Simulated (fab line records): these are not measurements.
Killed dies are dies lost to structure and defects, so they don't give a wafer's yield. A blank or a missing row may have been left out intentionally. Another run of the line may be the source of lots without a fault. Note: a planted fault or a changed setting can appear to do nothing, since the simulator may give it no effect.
fab line records	flow sky130
record: lots: 10	wafers: 30	lastDay: 50
route steps=708 shown METAL3@532 CAPM@544 PAD_OPEN@708
lots with no fault: from the same line, run without faults
startH: the number of hours between the record's first day and the start of the first shown wafer of the lot	waitH: time in hours since the lot's previous step	" unchanged from the row above	L1.1+2: one row covering several wafers at once	- no value, or no start given	* or withheld: withheld	< > ~ a bound
route shown NAME@n: a module of which the file shows steps, and the number in the route of the first	usual: mean and standard deviation over wafers with no fault	same: alike in all rows	chamber/n: place in a boat	sites: the reading at each site	_std_site: their standard deviation	_edge_site: the outer-site mean with the inner-site mean subtracted	radiusMm: for every site, how far away it sits from the centre of the wafer	mask NAME#n: copy n	behind: the last tool/chamber to shape the wafer	hold: what put the lot on hold/how long, in hours/how the hold closed	device: the n, p or np transistor that did not switch	end of line: the same wafers' tests at the end of the route	where a step has no rows: the recipe by itself	killed: the dies lost at the first sort to structure and to defects; this is not the yield of the wafer	map: shows each die of a wafer: x if killed, . if not, _ if none is there
set.NAME: the setting as run; set.NAME@STEP: as run at that earlier step	model.NAME: the simulator's own value behind a step, which no gauge read
route steps across a sampled set of lots; one table per step, one row per wafer
services: a tool's chamber out of use, with start hour (startH, from the record's first day; less than 0 if before it), hours out, and reason
== steps ==
step: SKY_METAL3_SPUTTER_00
recipe: material: Ti	targetThkNm: 15	powerW: 3000	timeS: 10	chamberPressurePa: 0.4
usual: throttleValvePct: 30.6/1
lot.wafer	tool	chamber	startH	waitH	throttleValvePct
L100.3	pvdSputter-02	-	859.46	0.1	30.0
L100.4	"	-	"	"	29.6
L100.5	"	-	"	"	32.2
L102.1	pvdSputter-04	-	871.68	0.2	30.7
L102.2	"	-	"	"	29.4
L102.4	"	-	"	"	31.1
L104.1	pvdSputter-02	-	887.87	0.2	30.1
L104.4	"	-	"	"	29.6
L104.5	"	-	"	"	31.3
L106.2	pvdSputter-02	-	906.29	0.1	29.7
L106.3	"	-	"	"	30.0
L106.5	"	-	"	"	30.1
L109.4	pvdSputter-02	-	927.26	0.2	32.1
L109.5	"	-	"	"	30.4
L109.6	"	-	"	"	31.2
L114.3	pvdSputter-04	-	970.88	0.2	29.0
L114.5	"	-	"	"	30.5
L114.6	"	-	"	"	29.4
L115.3	pvdSputter-04	-	971.72	0.1	30.6
L115.5	"	-	"	"	31.1
L115.6	"	-	"	"	30.7
L116.1	pvdSputter-03	-	976.77	0.1	29.9
L116.3	"	-	"	"	33.2
L116.6	"	-	"	"	29.6
L119.1	pvdSputter-03	-	995.74	0.1	33.2
L119.3	"	-	"	"	31.2
L119.6	"	-	"	"	31.2
L121.2	pvdSputter-04	-	1005.14	0.1	29.0
L121.3	"	-	"	"	30.9
L121.6	"	-	"	"	30.3
step: SKY_CAPM_COAT_07
recipe: resist: NOVOLAK	spinRpm: 2965	resistThkNm: 1140
usual: chillPlateTempC: 23.00/0.1
lot.wafer	tool	chamber	startH	waitH	chillPlateTempC
L100.3	lithoTrack-03	0	871.90	0.1	22.97
L100.4	"	0	"	"	23.07
L100.5	"	0	"	"	23.03
L102.1	lithoTrack-01	0	884.13	0.1	22.90
L102.2	"	0	"	"	23.01
L102.4	"	0	"	"	23.02
L104.1	lithoTrack-01	0	900.03	0.1	23.08
L104.4	"	0	"	"	23.00
L104.5	"	0	"	"	23.14
L106.2	lithoTrack-02	0	918.74	0.1	22.98
L106.3	"	0	"	"	23.02
L106.5	"	0	"	"	22.94
L109.4	lithoTrack-01	0	940.51	0.1	23.02
L109.5	"	0	"	"	23.08
L109.6	"	0	"	"	22.99
L114.3	lithoTrack-01	0	982.13	0.1	23.01
L114.5	"	0	"	"	22.96
L114.6	"	0	"	"	22.96
L115.3	lithoTrack-01	0	983.53	0.1	23.08
L115.5	"	0	"	"	23.13
L115.6	"	0	"	"	22.95
L116.1	lithoTrack-03	0	988.40	0.1	23.04
L116.3	"	0	"	"	23.11
L116.6	"	0	"	"	23.10
L119.1	lithoTrack-02	0	1007.31	0.1	22.96
L119.3	"	0	"	"	22.99
L119.6	"	0	"	"	22.90
L121.2	lithoTrack-03	0	1017.17	0.1	22.94
L121.3	"	0	"	"	22.96
L121.6	"	0	"	"	22.89
step: SKY_CAPM_METAL_ETCH_13
recipe: targetDepthNm: 220	stopOn: SiO2	chemistry: Cl2/BCl3	target: TiN	pressureMtorr: 10	icpW: 900	biasW: 48.5	Cl2_flow_sccm: 60	bcl3FlowSccm: 30	timeS: 62.9
usual: bcl3FlowSccm: 30.00/0.09	drypumpMotorCurrentA: 5.7/0.57	oesProductAu: 0.942/0.008	throttleValvePct: 21.901/0.01
lot.wafer	tool	chamber	startH	waitH	bcl3FlowSccm	drypumpMotorCurrentA	oesProductAu	rfHoursCounterH	throttleValvePct
L100.3	rieMetal-02	0	884.95	0.1	29.82	6.7	0.946	-	21.898
L100.4	"	0	"	"	30.20	6.7	0.952	-	21.899
L100.5	"	0	"	"	29.96	6.7	0.942	-	21.891
L102.1	rieMetal-04	1	896.98	0.0	30.01	5.1	0.941	8	21.892
L102.2	"	1	"	"	30.05	5.2	0.940	-	21.896
L102.4	"	1	"	"	30.07	5.1	0.944	-	21.903
L104.1	rieMetal-02	0	913.17	0.0	29.88	6.7	0.937	20	21.918
L104.4	"	0	"	"	29.80	6.7	0.934	-	21.897
L104.5	"	0	"	"	29.85	6.7	0.929	-	21.921
L106.2	rieMetal-02	0	930.53	0.0	30.01	6.7	0.960	21	21.888
L106.3	"	1	"	"	29.90	5.3	0.942	-	21.896
L106.5	"	0	"	"	30.00	6.7	0.950	-	21.903
L109.4	rieMetal-03	1	952.66	0.0	30.02	5.4	0.941	-	21.912
L109.5	"	0	"	"	30.06	6.1	0.948	-	21.892
L109.6	"	1	"	"	30.09	5.4	0.951	-	21.896
L114.3	rieMetal-03	1	993.93	0.1	29.94	5.4	0.934	-	21.904
L114.5	"	1	"	"	29.92	5.4	0.941	-	21.906
L114.6	"	0	"	"	30.01	6.1	0.929	-	21.902
L115.3	rieMetal-02	1	995.48	0.0	30.07	5.3	0.946	-	21.896
L115.5	"	1	"	"	30.14	5.3	0.949	-	21.890
L115.6	"	0	"	"	30.04	6.7	0.960	-	21.883
L116.1	rieMetal-04	0	999.63	0.0	30.04	5.4	0.940	4	21.899
L116.3	"	1	"	"	30.10	5.1	0.949	-	21.896
L116.6	"	0	"	"	29.97	5.4	0.943	-	21.889
L119.1	rieMetal-04	1	1018.93	0.0	29.86	5.1	0.939	15	21.885
L119.3	"	0	"	"	30.06	5.4	0.949	-	21.886
L119.6	"	1	"	"	29.91	5.1	0.958	-	21.902
L121.2	rieMetal-03	0	1027.57	0.0	29.96	6.1	0.946	9	21.886
L121.3	"	0	"	"	29.98	6.1	0.948	-	21.877
L121.6	"	1	"	"	29.84	5.4	0.955	-	21.893
step: SKY_CAPM_STRIP_14
recipe: chemistry: O2/N2	powerW: 1400	pressureMtorr: 1500	platenTempC: withheld	o2FlowSccm: 3000	n2FlowSccm: 300	overashFraction: 0.5
usual: drypumpMotorCurrentA: 6.1/0.4	oesProductAu: 0.710/0.0047	stripTimeToEndpointS: 12.72/0.041
lot.wafer	tool	chamber	startH	waitH	drypumpMotorCurrentA	oesProductAu	rfHoursCounterH	stripTimeToEndpointS
L100.3	plasmaAsher-01	1	885.09	0.1	6.2	0.704	-	12.77
L100.4	"	0	"	"	5.5	0.708	-	12.79
L100.5	"	1	"	"	6.2	0.715	-	12.80
L102.1	plasmaAsher-02	0	897.14	0.1	6.2	0.714	108	12.64
L102.2	"	1	"	"	6.2	0.713	108	12.65
L102.4	"	0	"	"	6.3	0.706	-	12.68
L104.1	plasmaAsher-02	0	913.24	0.1	6.3	0.711	109	12.67
L104.4	"	0	"	"	6.3	0.709	-	12.70
L104.5	"	1	"	"	6.1	0.703	-	12.74
L106.2	plasmaAsher-02	1	930.61	0.1	6.1	0.707	111	12.68
L106.3	"	0	"	"	6.3	0.712	-	12.69
L106.5	"	0	"	"	6.2	0.706	-	12.69
L109.4	plasmaAsher-01	0	952.74	0.1	5.4	0.707	-	12.70
L109.5	"	1	"	"	6.3	0.709	-	12.67
L109.6	"	0	"	"	5.5	0.720	-	12.69
L114.3	plasmaAsher-01	1	994.04	0.1	6.2	0.705	-	13.32
L114.5	"	0	"	"	5.4	0.705	-	13.30
L114.6	"	1	"	"	6.2	0.716	-	13.29
L115.3	plasmaAsher-01	1	995.56	0.1	6.3	0.707	-	13.29
L115.5	"	0	"	"	5.4	0.713	-	13.25
L115.6	"	1	"	"	6.2	0.703	-	13.26
L116.1	plasmaAsher-02	1	999.74	0.1	6.2	0.703	118	12.82
L116.3	"	1	"	"	6.2	0.713	-	12.74
L116.6	"	1	"	"	6.1	0.711	-	12.78
L119.1	plasmaAsher-03	1	1019.01	0.1	6.8	0.702	61	12.66
L119.3	"	0	"	"	5.7	0.706	-	12.76
L119.6	"	0	"	"	5.7	0.718	-	12.66
L121.2	plasmaAsher-01	0	1027.65	0.1	5.4	0.714	29	12.75
L121.3	"	0	"	"	5.5	0.715	-	12.74
L121.6	"	1	"	"	6.2	0.711	-	12.74
step: SKY_METAL3_ETCH_16
recipe: chemistry: N2/H2	target: BARC	ionEnergyEv: 200	biasW: 100	pressureMtorr: 30	n2FlowSccm: 100	h2FlowSccm: 200	icpW: 500	stopOn: SiO2	timeS: 88.2	targetDepthA: 600
usual: drypumpMotorCurrentA: 5.6/0.44	oesProductAu: 0.627/0.0046	throttleValvePct: 13.205/0.0096
lot.wafer	tool	chamber	startH	waitH	drypumpMotorCurrentA	oesProductAu	rfHoursCounterH	throttleValvePct
L100.3	rieMetal-01	1	911.12	0.0	6.2	0.624	-	13.208
L100.4	"	0	"	"	5.2	0.630	-	13.208
L100.5	"	0	"	"	5.2	0.618	-	13.208
L102.1	rieMetal-04	1	922.93	0.0	5.1	0.628	9	13.215
L102.2	"	0	"	"	5.4	0.622	1	13.211
L102.4	"	1	"	"	5.1	0.633	-	13.223
L104.1	rieMetal-01	0	938.62	0.0	5.2	0.625	8	13.207
L104.4	"	0	"	"	5.2	0.629	-	13.202
L104.5	"	1	"	"	6.2	0.626	-	13.184
L106.2	rieMetal-04	0	955.04	0.0	5.4	0.627	2	13.199
L106.3	"	1	"	"	5.1	0.631	-	13.214
L106.5	"	0	"	"	5.4	0.620	-	13.206
L109.4	rieMetal-03	0	978.52	0.1	6.1	0.627	-	13.213
L109.5	"	1	"	"	5.4	0.629	-	13.223
L109.6	"	0	"	"	6.1	0.634	-	13.209
L114.3	rieMetal-04	0	1017.15	0.0	5.4	0.623	-	13.215
L114.5	"	1	"	"	5.1	0.627	-	13.208
L114.6	"	0	"	"	5.4	0.624	-	13.212
L115.3	rieMetal-03	1	1019.47	0.0	5.4	0.631	-	13.192
L115.5	"	0	"	"	6.1	0.620	-	13.206
L115.6	"	1	"	"	5.4	0.621	-	13.219
L116.1	rieMetal-04	0	1022.79	0.0	5.4	0.624	5	13.219
L116.3	"	0	"	"	5.4	0.622	-	13.219
L116.6	"	1	"	"	5.1	0.628	-	13.216
L119.1	rieMetal-04	0	1042.84	0.0	5.4	0.633	6	13.214
L119.3	"	1	"	"	5.1	0.632	-	13.191
L119.6	"	1	"	"	5.1	0.629	-	13.206
L121.2	rieMetal-04	1	1051.04	0.0	5.1	0.619	17	13.203
L121.3	"	0	"	"	5.4	0.631	-	13.189
L121.6	"	1	"	"	5.1	0.623	-	13.193
step: SKY_PAD_OPEN_PROBE_99
usual: defectLimitedYield: 82.3/1.9	killed_at_M0_to_M3: 44/7.4	killed_at_M4_up: 3.2/1.8	killedAtContacts: 25/5.2	killedAtFrontEnd: 15/4.5	killedAtOther: 0.2/0.43	killedDies: 87/9.6	killedOnRim: 17/3.9	killedOpen: 48/7.6	killedShort: 40/5.7	sort_bin_3_pad_short: 0.9/0.45	sort_bin_5_function: 10.5/1.5	sort_bin_6_memory: 6.3/1.2	sortNPass: 405/9.6	sortYieldPct: 82.3/1.9
same: grossDies: 492	killedAtBackSide: 0	sort_bin_4_leakage[%]: 0	sort_bin_8_speed[%]: 0
lot.wafer	tool	chamber	startH	waitH	defectLimitedYield[%]	killed_at_M0_to_M3	killed_at_M4_up	killedAtContacts	killedAtFrontEnd	killedAtOther	killedDies	killedOnRim	killedOpen	killedShort	sort_bin_3_pad_short[%]	sort_bin_5_function[%]	sort_bin_6_memory[%]	sortNPass	sortYieldPct[%]
L100.3	prober-02	-	1082.61	0.2	82.9	33	3	26	21	1	84	9	51	33	0.2	8.3	8.5	408	82.9
L100.4	prober-02	-	1082.66	0.2	86.4	36	3	16	12	0	67	17	35	32	0.4	8.7	4.5	425	86.4
L100.5	prober-02	-	1082.71	0.2	83.3	49	3	19	11	0	82	13	50	32	0.6	9.6	6.5	410	83.3
L102.1	prober-02	-	1093.34	0.1	83.7	35	7	22	16	0	80	18	43	37	0.8	9.6	5.9	412	83.7
L102.2	prober-02	-	1093.39	0.1	81.7	40	1	30	19	0	90	21	41	49	0.8	10.0	7.5	402	81.7
L102.4	prober-02	-	1093.49	0.2	81.3	47	2	31	12	0	92	20	51	41	1.4	11.4	5.9	400	81.3
L104.1	prober-02	-	1106.95	0.1	83.3	47	2	18	15	0	82	15	39	43	2.0	7.5	7.1	410	83.3
L104.4	prober-02	-	1107.10	0.2	82.1	48	4	24	12	0	88	14	44	44	0.6	8.9	8.3	404	82.1
L104.5	prober-02	-	1107.15	0.2	80.1	41	6	31	20	0	98	17	54	44	0.4	13.4	6.1	394	80.1
L106.2	prober-02	-	1118.79	0.1	83.1	40	4	25	14	0	83	16	49	34	0.6	8.1	8.1	409	83.1
L106.3	prober-02	-	1118.84	0.2	80.9	35	3	27	29	0	94	12	57	37	2.0	11.0	6.1	398	80.9
L106.5	prober-02	-	1118.94	0.2	84.3	32	5	18	22	0	77	12	38	39	1.0	9.3	5.3	415	84.3
L109.4	prober-01	-	1139.68	0.2	78.0	64	3	27	14	0	108	22	66	42	0.6	13.0	8.3	384	78.0
L109.5	prober-01	-	1139.73	0.2	83.7	35	3	30	12	0	80	17	38	42	0.6	8.9	6.7	412	83.7
L109.6	prober-01	-	1139.78	0.2	82.5	43	2	31	10	0	86	14	44	42	1.2	10.2	6.1	406	82.5
L114.3	prober-02	-	1169.38	0.2	82.9	36	3	25	20	0	84	17	51	33	1.4	11.0	4.7	408	82.9
L114.5	prober-02	-	1169.48	0.2	82.9	39	0	22	23	0	84	12	48	36	0.4	9.8	6.9	408	82.9
L114.6	prober-02	-	1169.53	0.2	79.5	40	2	34	25	0	101	18	57	44	0.6	12.8	7.1	391	79.5
L115.3	prober-01	-	1171.18	0.2	83.5	44	1	23	13	0	81	13	36	45	0.8	9.6	6.1	411	83.5
L115.5	prober-01	-	1171.28	0.2	80.3	44	6	30	17	0	97	17	57	40	0.4	13.6	5.7	395	80.3
L115.6	prober-01	-	1171.33	0.2	82.9	46	5	24	9	0	84	18	56	28	0.8	10.4	5.9	408	82.9
L116.1	prober-02	-	1173.73	0.1	81.9	48	2	28	9	2	89	19	47	42	1.0	9.3	7.7	403	81.9
L116.3	prober-02	-	1173.83	0.2	85.4	36	5	22	9	0	72	14	34	38	0.6	7.1	6.9	420	85.4
L116.6	prober-02	-	1173.98	0.2	83.1	42	1	26	13	1	83	13	55	28	0.4	9.1	7.3	409	83.1
L119.1	prober-01	-	1188.02	0.1	82.5	39	3	22	22	0	86	14	45	41	1.2	10.4	5.9	406	82.5
L119.3	prober-01	-	1188.12	0.2	83.5	47	3	20	11	0	81	17	35	46	0.2	11.0	5.3	411	83.5
L119.6	prober-01	-	1188.27	0.2	79.9	56	2	22	18	1	99	21	56	43	1.0	14.2	4.9	393	79.9
L121.2	prober-01	-	1194.28	0.1	82.7	46	5	18	16	0	85	23	48	37	0.4	8.9	7.9	407	82.7
L121.3	prober-01	-	1194.33	0.2	83.9	40	6	23	10	0	79	16	42	37	0.8	9.6	5.7	413	83.9
L121.6	prober-01	-	1194.48	0.2	81.1	39	6	29	19	0	93	21	46	47	1.8	11.2	5.9	399	81.1
killed by level:class
L100.3 VIA1:geometricParticle:open=10 CONTACT:geometricParticle:open=9 FIELD_ISO:geometricParticle:open=7 LI_CONTACT:geometricParticle:open=7 VIA2:geometricParticle:open=5 FIELD_ISO:geometricParticle:short=4 LI_CONTACT:geometricParticle:short=4 LOCAL_INTERCONNECT:geometricParticle:short=4
L100.4 VIA1:geometricParticle:open=9 CONTACT:geometricParticle:open=8 METAL1:geometricParticle:short=6 FIELD_ISO:geometricParticle:short=5 LI_CONTACT:geometricParticle:open=5 VIA1:geometricParticle:short=5 VIA2:geometricParticle:short=4 FIELD_ISO:geometricParticle:open=3
L100.5 CONTACT:geometricParticle:open=8 VIA3:geometricParticle:open=8 VIA2:geometricParticle:short=7 VIA1:geometricParticle:open=7 VIA2:geometricParticle:open=7 LI_CONTACT:geometricParticle:open=5 FIELD_ISO:geometricParticle:open=4 METAL2:geometricParticle:short=4
L102.1 CONTACT:geometricParticle:open=10 VIA1:geometricParticle:open=7 LI_CONTACT:geometricParticle:open=7 METAL2:geometricParticle:short=6 METAL4:geometricParticle:short=5 FIELD_ISO:geometricParticle:short=4 VIA2:geometricParticle:open=4 FIELD_ISO:geometricParticle:open=3
L102.2 CONTACT:geometricParticle:open=10 VIA1:geometricParticle:open=10 POLY_GATE:geometricParticle:short=6 LI_CONTACT:geometricParticle:open=6 LOCAL_INTERCONNECT:geometricParticle:short=6 METAL1:geometricParticle:short=6 FIELD_ISO:geometricParticle:short=5 VIA1:geometricParticle:short=5
L102.4 CONTACT:geometricParticle:open=13 VIA1:geometricParticle:open=11 LI_CONTACT:geometricParticle:open=8 METAL1:geometricParticle:short=7 VIA1:geometricParticle:short=7 VIA2:geometricParticle:open=6 VIA3:geometricParticle:open=5 FIELD_ISO:geometricParticle:short=4
L104.1 METAL1:geometricParticle:short=13 LI_CONTACT:geometricParticle:open=7 CONTACT:geometricParticle:open=6 VIA2:geometricParticle:open=6 POLY_GATE:geometricParticle:short=5 METAL1:geometricParticle:open=5 VIA1:geometricParticle:short=5 METAL2:geometricParticle:short=5
L104.4 VIA1:geometricParticle:short=9 VIA1:geometricParticle:open=9 VIA2:geometricParticle:open=8 LI_CONTACT:geometricParticle:open=7 POLY_GATE:geometricParticle:short=6 VIA3:geometricParticle:open=6 LOCAL_INTERCONNECT:geometricParticle:short=5 CONTACT:geometricParticle:open=5
L104.5 CONTACT:geometricParticle:open=11 VIA2:geometricParticle:open=10 LI_CONTACT:geometricParticle:open=7 METAL1:geometricParticle:short=7 POLY_GATE:geometricParticle:open=6 LOCAL_INTERCONNECT:geometricParticle:short=6 VIA3:geometricParticle:open=6 VIA1:geometricParticle:open=5
L106.2 VIA1:geometricParticle:open=10 CONTACT:geometricParticle:open=9 VIA2:geometricParticle:open=6 LI_CONTACT:geometricParticle:open=5 LOCAL_INTERCONNECT:geometricParticle:short=5 FIELD_ISO:geometricParticle:open=4 POLY_GATE:geometricParticle:open=4 METAL2:geometricParticle:short=4
L106.3 LI_CONTACT:geometricParticle:open=11 POLY_GATE:geometricParticle:short=10 POLY_GATE:geometricParticle:open=9 VIA2:geometricParticle:open=9 CONTACT:geometricParticle:open=7 VIA1:geometricParticle:open=6 VIA3:geometricParticle:open=6 FIELD_ISO:geometricParticle:open=5
L106.5 CONTACT:geometricParticle:open=7 POLY_GATE:geometricParticle:open=6 METAL2:geometricParticle:short=6 VIA2:geometricParticle:open=6 LI_CONTACT:geometricParticle:open=5 METAL4:geometricParticle:short=5 FIELD_ISO:geometricParticle:short=4 VIA3:geometricParticle:short=4
L109.4 VIA1:geometricParticle:open=19 CONTACT:geometricParticle:open=10 VIA2:geometricParticle:open=9 FIELD_ISO:geometricParticle:open=6 VIA1:geometricParticle:short=6 VIA2:geometricParticle:short=6 METAL2:geometricParticle:short=6 LI_CONTACT:geometricParticle:open=5
L109.5 CONTACT:geometricParticle:open=10 VIA1:geometricParticle:open=9 LI_CONTACT:geometricParticle:open=7 METAL1:geometricParticle:short=7 LOCAL_INTERCONNECT:geometricParticle:short=6 METAL2:geometricParticle:short=6 CONTACT:geometricParticle:short=5 FIELD_ISO:geometricParticle:open=4
L109.6 VIA1:geometricParticle:open=15 CONTACT:geometricParticle:open=10 METAL2:geometricParticle:short=8 LOCAL_INTERCONNECT:geometricParticle:short=7 CONTACT:geometricParticle:short=7 VIA3:geometricParticle:short=6 VIA2:geometricParticle:open=4 VIA3:geometricParticle:open=4
L114.3 CONTACT:geometricParticle:open=10 VIA2:geometricParticle:open=10 VIA3:geometricParticle:open=9 VIA1:geometricParticle:open=7 LI_CONTACT:geometricParticle:open=6 POLY_GATE:geometricParticle:short=5 LOCAL_INTERCONNECT:geometricParticle:short=5 POLY_GATE:geometricParticle:open=4
L114.5 VIA1:geometricParticle:open=9 CONTACT:geometricParticle:open=9 VIA2:geometricParticle:open=8 METAL1:geometricParticle:short=7 FIELD_ISO:geometricParticle:short=6 FIELD_ISO:geometricParticle:open=6 VIA3:geometricParticle:open=6 LI_CONTACT:geometricParticle:short=4
L114.6 LI_CONTACT:geometricParticle:open=11 VIA1:geometricParticle:open=11 CONTACT:geometricParticle:open=10 CONTACT:geometricParticle:short=8 POLY_GATE:geometricParticle:short=6 FIELD_ISO:geometricParticle:short=5 POLY_GATE:geometricParticle:open=5 METAL2:geometricParticle:short=5
L115.3 VIA1:geometricParticle:open=8 VIA1:geometricParticle:short=7 FIELD_ISO:geometricParticle:short=6 LI_CONTACT:geometricParticle:open=6 LOCAL_INTERCONNECT:geometricParticle:short=6 CONTACT:geometricParticle:open=6 METAL1:geometricParticle:short=6 VIA2:geometricParticle:open=4
L115.5 LI_CONTACT:geometricParticle:open=11 VIA3:geometricParticle:open=11 CONTACT:geometricParticle:open=10 VIA1:geometricParticle:open=8 METAL2:geometricParticle:short=6 VIA2:geometricParticle:open=5 METAL4:geometricParticle:short=5 FIELD_ISO:geometricParticle:open=4
L115.6 VIA1:geometricParticle:open=14 CONTACT:geometricParticle:open=11 METAL1:geometricParticle:short=10 VIA3:geometricParticle:open=6 LI_CONTACT:geometricParticle:open=5 VIA2:geometricParticle:open=5 SPACER:geometricParticle:open=4 METAL2:geometricParticle:short=4
L116.1 CONTACT:geometricParticle:open=12 VIA2:geometricParticle:open=10 VIA1:geometricParticle:open=9 LI_CONTACT:geometricParticle:open=5 METAL2:geometricParticle:short=5 VIA2:geometricParticle:short=5 METAL1:geometricParticle:short=4 METAL3:geometricParticle:short=4
L116.3 VIA1:geometricParticle:open=10 LOCAL_INTERCONNECT:geometricParticle:short=7 CONTACT:geometricParticle:open=7 METAL2:geometricParticle:short=7 VIA2:geometricParticle:open=6 VIA1:geometricParticle:short=5 METAL4:geometricParticle:short=4 CONTACT:geometricParticle:short=3
L116.6 LI_CONTACT:geometricParticle:open=9 CONTACT:geometricParticle:open=9 VIA1:geometricParticle:open=8 VIA2:geometricParticle:open=6 VIA3:geometricParticle:open=6 METAL1:geometricParticle:short=5 METAL2:geometricParticle:open=5 METAL2:geometricParticle:short=4
L119.1 CONTACT:geometricParticle:open=10 VIA1:geometricParticle:open=8 FIELD_ISO:geometricParticle:short=7 VIA3:geometricParticle:open=7 METAL2:geometricParticle:short=6 FIELD_ISO:geometricParticle:open=5 LI_CONTACT:geometricParticle:open=4 METAL3:geometricParticle:short=4
L119.3 VIA1:geometricParticle:open=10 CONTACT:geometricParticle:open=8 METAL1:geometricParticle:short=8 METAL2:geometricParticle:short=8 FIELD_ISO:geometricParticle:short=5 CONTACT:geometricParticle:short=5 VIA2:geometricParticle:open=5 LI_CONTACT:geometricParticle:open=4
L119.6 VIA1:geometricParticle:open=20 VIA2:geometricParticle:open=8 LI_CONTACT:geometricParticle:open=8 METAL1:geometricParticle:short=7 VIA1:geometricParticle:short=6 CONTACT:geometricParticle:short=5 VIA2:geometricParticle:short=5 FIELD_ISO:geometricParticle:short=4
L121.2 VIA1:geometricParticle:open=11 VIA2:geometricParticle:open=9 LI_CONTACT:geometricParticle:open=6 CONTACT:geometricParticle:open=5 METAL2:geometricParticle:short=5 VIA3:geometricParticle:open=5 POLY_GATE:geometricParticle:short=4 METAL3:geometricParticle:short=4
L121.3 VIA1:geometricParticle:open=9 VIA3:geometricParticle:open=9 VIA1:geometricParticle:short=7 CONTACT:geometricParticle:short=5 LOCAL_INTERCONNECT:geometricParticle:short=5 CONTACT:geometricParticle:open=5 VIA2:geometricParticle:open=5 METAL4:geometricParticle:short=5
L121.6 METAL1:geometricParticle:short=11 CONTACT:geometricParticle:open=9 VIA1:geometricParticle:open=9 LI_CONTACT:geometricParticle:open=6 POLY_GATE:geometricParticle:open=6 CONTACT:geometricParticle:short=6 FIELD_ISO:geometricParticle:short=5 METAL4:geometricParticle:short=5
== services ==
tool	chamber	startH	hours	kind
pvdSputter-02	-	854.54	4.9	repair
rieMetal-01	1	858.48	9.9	repair
plasmaAsher-03	-	860.50	2.3	repair
rieMetal-02	1	868.53	20.7	repair
pvdSputter-03	-	879.64	4.4	repair
rieMetal-04	0	880.94	-	clean
pvdSputter-03	-	883.67	0.6	repair
rieMetal-04	-	887.60	1.5	repair
rieMetal-03	-	902.24	0.3	repair
rieMetal-03	-	912.49	0.3	repair
rieMetal-04	0	931.64	19.1	repair
rieMetal-03	-	973.50	0.1	repair
rieMetal-02	-	973.98	0.3	repair
rieMetal-02	-	982.99	1.4	pm
pvdSputter-04	-	983.36	7.5	repair
pvdSputter-03	-	993.22	1.9	repair
plasmaAsher-02	-	994.68	3.6	repair
plasmaAsher-01	-	1000.92	0.3	repair
rieMetal-02	0	1004.57	1.5	repair
rieMetal-02	1	1011.69	1.6	repair
plasmaAsher-01	-	1016.57	0.9	repair
pvdSputter-04	-	1020.97	0.5	repair
plasmaAsher-02	-	1022.15	14.6	pm
rieMetal-04	-	1030.02	0.3	repair
== key ==
firstSign: step: SKY_CAPM_STRIP_14	reading: stripTimeToEndpointS	direction: up	sigmas: 14	usual: *	struck: *
effect none on later readings
metAt SKY_CAPM_COAT_07
struckLots L114,L115
notActingAt SKY_METAL3_SPUTTER_00,SKY_CAPM_METAL_ETCH_13,SKY_METAL3_ETCH_16
onsetBetween 940.51 982.13
fault: kind: processParameterDrift	tool: lithoTrack-01	chamber: -	onsetH: 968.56	steps: SKY_CAPM_COAT_07	channel: resistThkNm	offset: 56.679	shape: step	endH: 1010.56	actsIn: theseRecipesOnly	stated: 1140
